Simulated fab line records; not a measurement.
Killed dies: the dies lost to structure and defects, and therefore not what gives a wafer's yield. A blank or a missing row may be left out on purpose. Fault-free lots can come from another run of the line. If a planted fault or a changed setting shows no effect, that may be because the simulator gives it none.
Matching of chambers || flow sky130 || SKY_VIA3_CMP_24 on cmp-02: 4 sister chambers
The step polishes, stops on SiO2, t overpolish 20 s, target thk 0 nm. 8 wafers are shown with their chamber, then 12 later ones without.

## EACH WAFER AND ITS CHAMBER
{"wafer": "L079.6", "chamber": 0, "motor current A (A)": 10.2, "retaining ring pressure frac": 1.000}
{"wafer": "L082.3", "chamber": 3, "motor current A (A)": 12.2, "retaining ring pressure frac": 0.998}
{"wafer": "L082.4", "chamber": 1, "motor current A (A)": 12.1, "retaining ring pressure frac": 1.003}
{"wafer": "L083.3", "chamber": 3, "motor current A (A)": 12.3, "retaining ring pressure frac": 0.996}
{"wafer": "L083.6", "chamber": 0, "motor current A (A)": 10.1, "retaining ring pressure frac": 1.000}
{"wafer": "L084.1", "chamber": 2, "motor current A (A)": 14.2, "retaining ring pressure frac": 1.002}
{"wafer": "L084.2", "chamber": 1, "motor current A (A)": 12.2, "retaining ring pressure frac": 0.997}
{"wafer": "L084.5", "chamber": 2, "motor current A (A)": 13.6, "retaining ring pressure frac": 1.001}

## WAFERS WHOSE CHAMBER IS MISSING
{"wafer": "L085.1", "motor current A (A)": 12.1, "retaining ring pressure frac": 0.996}
{"wafer": "L085.3", "motor current A (A)": 10.9, "retaining ring pressure frac": 1.004}
{"wafer": "L085.6", "motor current A (A)": 14.1, "retaining ring pressure frac": 0.990}
{"wafer": "L093.2", "motor current A (A)": 11.8, "retaining ring pressure frac": 0.996}
{"wafer": "L093.3", "motor current A (A)": 13.2, "retaining ring pressure frac": 1.001}
{"wafer": "L093.4", "motor current A (A)": 10.4, "retaining ring pressure frac": 1.000}
{"wafer": "L096.1", "motor current A (A)": 10.6, "retaining ring pressure frac": 0.999}
{"wafer": "L096.4", "motor current A (A)": 14.1, "retaining ring pressure frac": 1.004}
{"wafer": "L096.5", "motor current A (A)": 10.0, "retaining ring pressure frac": 1.005}
{"wafer": "L095.1", "motor current A (A)": 10.5, "retaining ring pressure frac": 0.991}
{"wafer": "L095.5", "motor current A (A)": 11.0, "retaining ring pressure frac": 0.995}
{"wafer": "L095.6", "motor current A (A)": 11.9, "retaining ring pressure frac": 1.006}

## WHICH CHAMBER EACH WENT THROUGH
{"wafer": "L085.1", "from the rows above": "can't be placed: 3 or 1", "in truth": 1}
{"wafer": "L085.3", "from the rows above": 0, "in truth": 0}
{"wafer": "L085.6", "from the rows above": 2, "in truth": 2}
{"wafer": "L093.2", "from the rows above": "can't be placed: 3 or 1", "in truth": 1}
{"wafer": "L093.3", "from the rows above": "can't be placed: 2 or 3 or 1", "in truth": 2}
{"wafer": "L093.4", "from the rows above": 0, "in truth": 0}
{"wafer": "L096.1", "from the rows above": 0, "in truth": 0}
{"wafer": "L096.4", "from the rows above": 2, "in truth": 2}
{"wafer": "L096.5", "from the rows above": 0, "in truth": 0}
{"wafer": "L095.1", "from the rows above": 0, "in truth": 0}
{"wafer": "L095.5", "from the rows above": "can't be placed: 0 or 1 or 3", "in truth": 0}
{"wafer": "L095.6", "from the rows above": "can't be placed: 1 or 3", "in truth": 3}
Correct placement for 7 of the 12. Can't be placed from these rows: 5 (the true chamber is among the candidates in 5). Wrongly placed: 0.
How it was worked out, from the rows above alone: a wafer's distance from a chamber is the root of the sum, over the readings, of the square of ((its reading less the chamber's mean) divided by the reading's scatter). If the next closest chamber is less than 2 further off than the closest, the wafer can't be placed; otherwise it belongs to the closest. Each chamber's mean is taken over the wafers shown for it. The scatter: take each reading less its chamber's mean, square it, sum over the shown wafers, divide by the number of wafers less the number of chambers, and take the root.
